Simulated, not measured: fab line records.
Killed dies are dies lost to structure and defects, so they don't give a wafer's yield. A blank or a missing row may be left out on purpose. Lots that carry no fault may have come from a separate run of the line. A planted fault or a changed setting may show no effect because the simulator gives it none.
Matching of chambers	flow sfq_line	4 sister chambers for SFQ_TRILAYER_I1_CMP_CMP_046 on cmp-02
The step polishes SiO2. 14 wafers are shown with their chamber, then 7 later ones without.

== WAFERS PAIRED WITH THEIR CHAMBERS ==
wafer	chamber	motor_current_A (A)	time_to_endpoint_s (s)
L824.2	1	9.7	217
L824.4	2	8.3	219
L824.6	0	9.4	208
L828.1	3	10.4	196
L828.3	2	9.2	201
L828.4	1	9.1	210
L830.3	3	10.5	206
L830.4	2	8.8	226
L830.5	3	10.6	221
L833.1	0	10.1	226
L833.2	2	9.1	212
L833.6	0	10.3	224
L835.1	0	9.8	218
L835.4	2	9.1	224

SIGNATURES, as means of the wafers listed above
reading	chamber 0	chamber 1	chamber 2	chamber 3	scatter within a chamber
motor_current_A	9.900	9.400	8.900	10.500	0.346
time_to_endpoint_s	219.00	213.50	216.40	207.67	9.75
Rule: distance of a wafer from a chamber = root of the sum over the readings of ((wafer's reading minus chamber's mean) / reading's scatter) squared. The wafer belongs to the nearest chamber; if the next one is less than 2 further off, it can't be placed. How the scatter is found: for the shown wafers, subtract from each reading the mean of its chamber, square and add these, divide the total by (wafers less chambers), then take the root.

== WAFERS MISSING THEIR CHAMBER ==
wafer	motor_current_A (A)	time_to_endpoint_s (s)
L835.6	9.6	228
L841.2	9.0	209
L841.1	9.2	226
L841.3	10.0	221
L843.1	9.1	209
L843.5	9.2	221
L843.6	10.1	219

== CHAMBER TAKEN BY EACH ==
wafer	from the rows above	in truth
L835.6	can't be placed: 0 or 1 or 2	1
L841.2	can't be placed: 2 or 1 or 0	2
L841.1	can't be placed: 2 or 1 or 0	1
L841.3	can't be placed: 0 or 1 or 3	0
L843.1	can't be placed: 2 or 1 or 0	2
L843.5	can't be placed: 1 or 2 or 0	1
L843.6	can't be placed: 0 or 3 or 1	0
Placed correctly: 0 of 7. From these rows, 7 cannot be placed; in 7 the true chamber is one of the candidates. Number placed wrongly: 0.
